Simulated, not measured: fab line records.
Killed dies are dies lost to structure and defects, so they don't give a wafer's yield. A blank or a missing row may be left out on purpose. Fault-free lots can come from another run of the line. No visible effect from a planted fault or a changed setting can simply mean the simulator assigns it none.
Comparing a struck lot with a sound one -- flow gf180mcu -- 18 out of 602 route steps
Sound: wafers L373.1, L373.4, L373.5. Struck: wafers L379.1, L379.4, L379.6. The cause is named last.
Order at every step that has rows: each side's tool, ch and its chambers, its first start. Under that, the readings that differ: sound wafers -- struck wafers -- difference of the means -- sigmas: that difference in standard deviations of wafers without a fault.
alike: readings whose means differ by less than 2 such deviations, and words and numbers that are the same on both sides. not compared: withheld readings, readings that some wafer has no value for, bounds like >300 that may hide the same value, and numbers for which the record gives no deviation and whose values overlap.
The two part at a step that has a row with sigmas, a row that says differs or no value, or rows on one side only. Numbers that have no deviation but don't overlap get no sigmas and don't part them. A reading missing from all wafers of one side parts the sides only when that side holds two or more wafers.

first, 3 steps without rows for these wafers: GF_HV_LDD_EXPOSE_16 (exposes mask Pplus LV AREA, target cd 400 nm); GF_HV_LDD_PEB_17; GF_HV_LDD_DEVELOP_18 (develop time 60 s).
GF_HV_LDD_CD_MEAS_19 targets a cd of 400 nm.
  sound: cdSem-02 at day 12 03:11; struck: cdSem-01 at day 14 02:22
  alike: cdNm
GF_HV_LDD_OVL_MEAS_20:
  sound: overlay-02 at day 12 03:19; struck: overlay-01 at day 14 02:29
  alike: HV_LDD_01_OVL
then, 1 step without rows for these wafers: GF_HV_LDD_IMPLANT_21.
GF_HV_LDD_STRIP_22: strips in O2/N2.
  sound on plasmaAsher-01 ch 1, day 12 03:29; struck on plasmaAsher-04 ch 0, day 14 02:41
reading,sound,struck,difference,sigmas
heaterPowerW (W),391 396 386,306 311 313,-81,-2
  alike: drypumpMotorCurrentA, oesProductAu, stripTimeToEndpointS
  not compared: rfHoursCounterH
GF_HV_LDD_TW_MEAS_23:
  sound: filmMetro-02 at day 12 03:35; struck: filmMetro-02 at day 14 02:47
  alike: HV_LDD_2_TW
then, 4 steps without rows for these wafers: GF_HV_LDD_DEHYDRATE_24 (time 60 s); GF_HV_LDD_HMDS_25 (prime time 60 s); GF_HV_LDD_COAT_26 (resist thk 1000 nm); GF_HV_LDD_SOFTBAKE_27 (time 60 s).
GF_HV_LDD_EXPOSE_28: exposes mask Nplus HV AREA, target cd 400 nm.
  sound on ilineStepper-02 ch 0, day 12 12:55; struck on ilineStepper-02 ch 0, day 14 13:53
reading,sound,struck,difference,sigmas
exposureDoseMJCm2,140.07 140.23 140.15,129.64 129.64 129.69,-10.49,-75
  alike: mask, stageVelMmS
then, 2 steps without rows for these wafers: GF_HV_LDD_PEB_29; GF_HV_LDD_DEVELOP_30 (develop time 60 s).
GF_HV_LDD_CD_MEAS_31 targets a cd of 400 nm.
  sound: cdSem-01 at day 12 22:07; struck: cdSem-01 at day 15 00:03
reading,sound,struck,difference,sigmas
cdNm (nm),400.7 403.7 401.9,377.6 376.5 375.5,-25.6,-11
GF_HV_LDD_OVL_MEAS_32:
  sound: overlay-01 at day 12 22:14; struck: overlay-02 at day 15 00:10
  alike: HV_LDD_02_OVL
GF_PASSIVATION_PROBE_99:
  the record has rows for the sound wafers here (prober-01, day 30 07:49) and none for the struck ones

WHERE THEY PART
First at GF_HV_LDD_STRIP_22; last, within this record, at GF_PASSIVATION_PROBE_99.

WHY: the cause the simulator had injected
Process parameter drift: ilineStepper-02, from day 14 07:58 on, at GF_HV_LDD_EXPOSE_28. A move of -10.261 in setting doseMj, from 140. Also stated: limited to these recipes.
